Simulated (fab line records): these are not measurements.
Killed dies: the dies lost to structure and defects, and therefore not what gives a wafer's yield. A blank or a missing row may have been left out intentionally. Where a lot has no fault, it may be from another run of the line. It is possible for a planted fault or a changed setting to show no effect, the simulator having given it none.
Tool commonality check / flow gf180mcu / 33 wafers sampled across 11 lots

== THE REASON FOR OPENING IT ==
2 of 11 lots carry a flag on the reading NWELL_TW at GF_NWELL_TW_MEAS_11. No-fault wafers: 1564, standard deviation 17.
Rule: a lot gets a flag if all its wafers with a number sit over 4 standard deviations from that mean, or if no wafer of it has a number. The other lots count as sound.

lot=L706; measured=day 4 08:13; on=filmMetro-03; NWELL_TW, wafer by wafer=1565 1563 1563; flag=
lot=L707; measured=day 4 23:35; on=filmMetro-03; NWELL_TW, wafer by wafer=1562 1560 1567; flag=
lot=L709; measured=day 5 04:14; on=filmMetro-03; NWELL_TW, wafer by wafer=1563 1562 1552; flag=
lot=L710; measured=day 5 06:43; on=filmMetro-01; NWELL_TW, wafer by wafer=1833 1842 1833; flag=FLAGGED
lot=L711; measured=day 5 15:38; on=filmMetro-03; NWELL_TW, wafer by wafer=1837 1833 1830; flag=FLAGGED
lot=L712; measured=day 5 19:58; on=filmMetro-03; NWELL_TW, wafer by wafer=1567 1571 1560; flag=
lot=L713; measured=day 5 20:19; on=filmMetro-01; NWELL_TW, wafer by wafer=1567 1576 1565; flag=
lot=L718; measured=day 6 23:52; on=filmMetro-03; NWELL_TW, wafer by wafer=1563 1564 1557; flag=
lot=L719; measured=day 7 05:42; on=filmMetro-03; NWELL_TW, wafer by wafer=1555 1553 1554; flag=
lot=L720; measured=day 7 08:49; on=filmMetro-02; NWELL_TW, wafer by wafer=1537 1542 1534; flag=
lot=L725; measured=day 8 16:55; on=filmMetro-03; NWELL_TW, wafer by wafer=1569 1556 1564; flag=
On average the flagged lots' numbers are 1835, which is +271 against the usual, or +16 standard deviations.

== TOOL THAT RAN EACH LOT ==
The record holds 1 process step before the reading, out of a route of 602 steps. Every cell lists first the tool, next ch and the chambers used by the sampled wafers, and last the start.
lot=L706; flag=; GF_DNWELL_COAT_02=lithoTrack-01 ch 0, day 3 11:46
lot=L707; flag=; GF_DNWELL_COAT_02=lithoTrack-04 ch 0, day 4 01:59
lot=L709; flag=; GF_DNWELL_COAT_02=lithoTrack-03 ch 0, day 4 06:28
lot=L710; flag=FLAGGED; GF_DNWELL_COAT_02=lithoTrack-04, day 4 09:02
lot=L711; flag=FLAGGED; GF_DNWELL_COAT_02=lithoTrack-01, day 4 17:14
lot=L712; flag=; GF_DNWELL_COAT_02=lithoTrack-01 ch 0, day 4 22:44
lot=L713; flag=; GF_DNWELL_COAT_02=lithoTrack-03 ch 0, day 4 23:19
lot=L718; flag=; GF_DNWELL_COAT_02=lithoTrack-04 ch 0, day 6 01:35
lot=L719; flag=; GF_DNWELL_COAT_02=lithoTrack-04 ch 0, day 6 07:32
lot=L720; flag=; GF_DNWELL_COAT_02=lithoTrack-01 ch 0, day 6 10:04
lot=L725; flag=; GF_DNWELL_COAT_02=lithoTrack-01 ch 0, day 7 15:20
These steps, and what they do:
- GF_DNWELL_COAT_02: resist thk 3000 nm.
- GF_NWELL_TW_MEAS_11

== FLAGGED OVER TOTAL, TOOL BY TOOL (the gauges that took the reading come last) ==
step=GF_DNWELL_COAT_02; tool=lithoTrack-01; lots run=5; flagged=1; share of the flagged lots=some; sound lots run after its first flagged lot=3 (L712,L720,L725)
step=GF_DNWELL_COAT_02; tool=lithoTrack-03; lots run=2; flagged=0; share of the flagged lots=none; sound lots run after its first flagged lot=-
step=GF_DNWELL_COAT_02; tool=lithoTrack-04; lots run=4; flagged=1; share of the flagged lots=some; sound lots run after its first flagged lot=2 (L718,L719)
step=GF_NWELL_TW_MEAS_11; tool=filmMetro-01; lots run=2; flagged=1; share of the flagged lots=some; sound lots run after its first flagged lot=1 (L713)
step=GF_NWELL_TW_MEAS_11; tool=filmMetro-02; lots run=1; flagged=0; share of the flagged lots=none; sound lots run after its first flagged lot=-
step=GF_NWELL_TW_MEAS_11; tool=filmMetro-03; lots run=8; flagged=1; share of the flagged lots=some; sound lots run after its first flagged lot=4 (L712,L718,L719,L725)

== THE TABLE: WHAT IT ALLOWS ==
No row of the table ran every flagged lot.

== WHAT THE SIMULATOR HAD INSERTED ==
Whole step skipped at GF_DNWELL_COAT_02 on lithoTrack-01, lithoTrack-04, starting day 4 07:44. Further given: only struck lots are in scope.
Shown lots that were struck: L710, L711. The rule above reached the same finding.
